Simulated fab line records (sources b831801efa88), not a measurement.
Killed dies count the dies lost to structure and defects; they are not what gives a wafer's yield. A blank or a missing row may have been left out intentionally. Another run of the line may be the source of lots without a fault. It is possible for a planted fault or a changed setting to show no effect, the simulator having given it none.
Which of the tools did it? | flow gf180mcu | 33 wafers from 11 lots sampled at 7 of the route's 602 steps

== WHAT EACH GAUGE READ, for each wafer ==
GF_V5_OVL_MEAS_15.
lot  | measured     | on         | V5_OVL (nm)
L993 | day 27 04:31 | overlay-02 | -7 -2 -8
L995 | day 27 20:43 | overlay-01 | -1 -3 -1
L997 | day 28 12:19 | overlay-02 | 0 -5 1
L998 | day 28 21:17 | overlay-01 | -4 4 1
L999 | day 29 06:16 | overlay-01 | 7 4 4
L100 | day 29 15:34 | overlay-01 | -4 2 -1
L101 | day 29 22:51 | overlay-02 | -8 -6 6
L102 | day 30 11:36 | overlay-01 | -2 0 1
L103 | day 30 12:18 | overlay-02 | 3 -2 -5
L104 | day 30 13:33 | overlay-01 | -11 -8 -8
L114 | day 33 02:04 | overlay-01 | -3 -3 -7

GF_V5_RS_MEAS_24: measures by four-point-probe.
lot  | measured     | on           | V5_W_RS (ohm/sq)
L993 | day 27 05:27 | filmMetro-02 | 0.3269 0.3286 0.3282
L995 | day 27 21:40 | filmMetro-02 | 0.3286 0.3279 0.3317
L997 | day 28 13:17 | filmMetro-04 | 0.3306 0.3284 0.3308
L998 | day 28 22:15 | filmMetro-03 | 0.3309 0.3294 0.3278
L999 | day 29 07:15 | filmMetro-02 | 0.3302 0.3291 0.3274
L100 | day 29 16:31 | filmMetro-02 | 0.3294 0.3248 0.3261
L101 | day 29 23:49 | filmMetro-02 | 0.3312 0.3294 0.3279
L102 | day 30 12:34 | filmMetro-03 | 0.3305 0.3310 0.3348
L103 | day 30 13:20 | filmMetro-04 | 0.3315 0.2340 0.2321
L104 | day 30 14:43 | filmMetro-04 | 0.3327 0.3332 0.3310
L114 | day 33 03:07 | filmMetro-03 | 0.3319 0.3275 0.3284

GF_V5_THK_MEAS_25: measures by xrf.
lot  | measured     | on           | V5_W_THK (nm)
L993 | day 27 05:34 | filmMetro-02 | 354 352 352
L995 | day 27 21:47 | filmMetro-02 | 353 355 350
L997 | day 28 13:24 | filmMetro-04 | 349 349 346
L998 | day 28 22:20 | filmMetro-03 | 346 349 350
L999 | day 29 07:22 | filmMetro-02 | 350 350 353
L100 | day 29 16:37 | filmMetro-02 | 348 355 352
L101 | day 29 23:56 | filmMetro-02 | 347 349 351
L102 | day 30 12:41 | filmMetro-03 | 351 349 347
L103 | day 30 13:27 | filmMetro-04 | 345 494 495
L104 | day 30 14:50 | filmMetro-04 | 344 345 349
L114 | day 33 03:13 | filmMetro-03 | 350 353 354

GF_TOP_METAL_THK_MEAS_06: measures by xrf.
lot  | measured     | on           | TOP_METAL_ALCU_THK (nm)
L993 | day 27 06:16 | filmMetro-03 | 907 906 911
L995 | day 27 22:29 | filmMetro-03 | 908 912 898
L997 | day 28 14:06 | filmMetro-02 | 926 926 922
L998 | day 28 23:02 | filmMetro-02 | 903 901 893
L999 | day 29 08:04 | filmMetro-02 | 900 906 904
L100 | day 29 17:19 | filmMetro-02 | 904 909 899
L101 | day 30 00:38 | filmMetro-01 | 919 913 914
L102 | day 30 13:23 | filmMetro-01 | 915 921 919
L103 | day 30 14:09 | filmMetro-02 | 903 900 900
L104 | day 30 15:37 | filmMetro-01 | 921 914 911
L114 | day 33 04:53 | filmMetro-03 | 909 907 913

== WHAT TOOL EACH LOT RAN ON (gives the tool, then ch and the chambers of the sampled wafers, and finally the start) ==
lot  | GF_V5_SPUTTER_21            | GF_V5_CVD_23                 | GF_V5_CMP_26
L993 | pvdSputter-03, day 27 05:14 | cvdW-02 ch 0,1, day 27 05:20 | cmp-02 ch 0,1,3, day 27 05:38
L995 | pvdSputter-01, day 27 21:26 | cvdW-01 ch 0,1, day 27 21:32 | cmp-01 ch 2,3, day 27 21:50
L997 | pvdSputter-02, day 28 13:04 | cvdW-01 ch 0,1, day 28 13:10 | cmp-01 ch 0,1, day 28 13:31
L998 | pvdSputter-02, day 28 21:59 | cvdW-01 ch 0,1, day 28 22:07 | cmp-02 ch 0,1, day 28 22:25
L999 | pvdSputter-01, day 29 07:01 | cvdW-01 ch 0,1, day 29 07:07 | cmp-01 ch 1,3, day 29 07:26
L100 | pvdSputter-03, day 29 16:16 | cvdW-02 ch 0,1, day 29 16:22 | cmp-02 ch 2,3, day 29 16:43
L101 | pvdSputter-01, day 29 23:36 | cvdW-02 ch 0,1, day 29 23:42 | cmp-01 ch 0,2, day 30 00:03
L102 | pvdSputter-03, day 30 12:22 | cvdW-02 ch 0,1, day 30 12:28 | cmp-02 ch 0,1,2, day 30 12:45
L103 | pvdSputter-02, day 30 13:01 | cvdW-02 ch 0,1, day 30 13:07 | cmp-01 ch 1,2,3, day 30 13:34
L104 | pvdSputter-01, day 30 14:21 | cvdW-01 ch 1, day 30 14:29   | cmp-02 ch 1,3, day 30 15:01
L114 | pvdSputter-01, day 33 02:53 | cvdW-01 ch 0,1, day 33 02:59 | cmp-02 ch 1,2,3, day 33 04:14
- GF_V5_SPUTTER_21: material Ti, target thk 15 nm, time 80.02 s.
- GF_V5_CVD_23: deposits W, target thk 350 nm, time 104.9 s.
- GF_V5_CMP_26: polishes, stops on SiO2, t overpolish 15 s, target thk 0 nm.

== WHAT THE TOOLS THEMSELVES READ (means of the sampled wafers that have a number; where no wafer has one, the mark that the record gives instead) ==
GF_V5_SPUTTER_21.
lot  | tool          | throttleValvePct (%)
L993 | pvdSputter-03 | 30.0
L995 | pvdSputter-01 | 30.5
L997 | pvdSputter-02 | 29.7
L998 | pvdSputter-02 | 30.1
L999 | pvdSputter-01 | 29.7
L100 | pvdSputter-03 | 30.8
L101 | pvdSputter-01 | 30.4
L102 | pvdSputter-03 | 30.2
L103 | pvdSputter-02 | 30.1
L104 | pvdSputter-01 | 29.1
L114 | pvdSputter-01 | 29.7

GF_V5_CVD_23.
lot  | tool    | heaterPowerW (W) | susceptorTempC (C)
L993 | cvdW-02 | 869              | 399.81
L995 | cvdW-01 | 824              | 399.94
L997 | cvdW-01 | 813              | 399.67
L998 | cvdW-01 | 784              | 400.01
L999 | cvdW-01 | 802              | 400.00
L100 | cvdW-02 | 865              | 400.12
L101 | cvdW-02 | 856              | 400.07
L102 | cvdW-02 | 875              | 400.10
L103 | cvdW-02 | 864              | 400.14
L104 | cvdW-01 | 754              | 400.19
L114 | cvdW-01 | 783              | 399.83

GF_V5_CMP_26.
lot  | tool   | motorCurrentA (A) | slurryFlowMlMin | timeToEndpointS (s)
L993 | cmp-02 | 10.9              | 149.9           | 87
L995 | cmp-01 | 9.7               | 150.3           | 83
L997 | cmp-01 | 11.3              | 150.2           | 83
L998 | cmp-02 | 10.1              | 149.9           | 86
L999 | cmp-01 | 11.0              | 150.2           | 82
L100 | cmp-02 | 11.3              | 149.8           | 86
L101 | cmp-01 | 10.2              | 149.8           | 76
L102 | cmp-02 | 11.0              | 150.2           | 83
L103 | cmp-01 | 10.3              | 149.8           | 98
L104 | cmp-02 | 10.9              | 150.0           | 85
L114 | cmp-02 | 11.1              | 150.3           | 86

== THE ANSWER, worked out from the rows above alone ==
Rule: usual is defined by the lots themselves. The widest of any qualifying gaps counts: lots, ordered by their means at a reading, are off when they make up no more than a third of the lots, leave a main group of 4 or more, and stand apart from it by 3 or more times the standard deviation of that group's means. Not used: any main group whose means are identical at the precision the tables above print for the reading. A lot without any number at a reading at which 4 lots or more have one is off too. The other lots that the step has rows for count as sound. Order of review: gauges by route order, followed by the tools' own readings, for which a lot's mean as printed above is used. The first step at which some lot is off is used, and at that step the reading that is off furthest; a lot without a number counts as furthest.
Off: L103, at GF_V5_RS_MEAS_24 (V5_W_RS). Mean 0.3295 ohm/sq and standard deviation 0.0016 in the main group.
A tool fits if, at a process step before that reading, it ran every lot that is off, and no sound lot after the first of them. Not tried: the gauges at GF_V5_RS_MEAS_24; whatever is off there is also off at GF_V5_CMP_26, on other tools, and gauge error can't account for it. This does not decide it: 2 tools fit, namely pvdSputter-02 at GF_V5_SPUTTER_21 and cvdW-02 at GF_V5_CVD_23.

== WHAT THE SIMULATOR HAD INSERTED ==
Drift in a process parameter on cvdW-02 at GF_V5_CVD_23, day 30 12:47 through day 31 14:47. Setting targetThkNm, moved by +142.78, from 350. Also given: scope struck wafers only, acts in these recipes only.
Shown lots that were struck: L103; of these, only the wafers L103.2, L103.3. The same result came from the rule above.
